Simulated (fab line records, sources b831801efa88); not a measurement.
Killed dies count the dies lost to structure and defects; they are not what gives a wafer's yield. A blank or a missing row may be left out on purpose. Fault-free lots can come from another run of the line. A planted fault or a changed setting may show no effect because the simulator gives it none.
A single fault, viewed from 2 desks ; flow gf180mcu ; what lay behind the numbers comes last; until then each desk has only its own

THE METROLOGY DESK
Means of the sampled wafers that have a number, per lot and without regard to the tool the lot ran on: this is what the gauges read. A lot is out of limits, marked OUT, if its mean lies more than 4 standard deviations from the usual mean; the brackets give that distance.
Columns: A = V1_OVL at GF_V1_OVL_MEAS_15, usual 2 nm; B = V2_W_RS at GF_V2_RS_MEAS_24, usual 0.325 ohm/sq; C = V2_W_THK at GF_V2_THK_MEAS_25, usual 346 nm
lot;first seen here;A;B;C
L850;day 18 12:35;-6;0.329;338
L852;day 18 20:55;0;0.324;344
L854;day 19 14:38;12;0.330;342
L855;day 19 21:59;-4;0.323;344
L856;day 20 13:02;1;0.327;344
L857;day 20 23:40;4;0.330;342
L862;day 22 23:44;2;0.310;359
L863;day 23 00:12;6;0.321;346
L864;day 23 20:56;4;0.310;365
L868;day 24 14:59;-2;0.316;354
L867;day 24 16:52;7;0.323;346
L872;day 25 21:55;1;0.321;346
Result from this desk: across the 12 lots, nothing is out of limits.

AT THE TOOL OWNER'S DESK: cvd_w-02
The tool's own readings at GF_V2_CVD_23 (deposits W, target thk 350 nm, time 104.94 s): means of the sampled wafers that have a number, for each lot that ran on this tool. A lot is out of limits, marked OUT, if its mean lies more than 4 standard deviations from the usual mean; the brackets give that distance.
Columns: A = heater_power_w at GF_V2_CVD_23, usual 918 W
lot;first seen here;A
L850;day 20 18:44;943
L856;day 22 16:50;996
L857;day 23 02:16;890
L862;day 24 23:45;999
L864;day 25 19:03;873
Result from this desk: across the 5 lots, nothing is out of limits.

PUT TOGETHER
Metrology desk: nothing out of limits seen.
The desk of the tool owner found nothing out of limits.

WHAT WAS PUT IN BY THE SIMULATOR
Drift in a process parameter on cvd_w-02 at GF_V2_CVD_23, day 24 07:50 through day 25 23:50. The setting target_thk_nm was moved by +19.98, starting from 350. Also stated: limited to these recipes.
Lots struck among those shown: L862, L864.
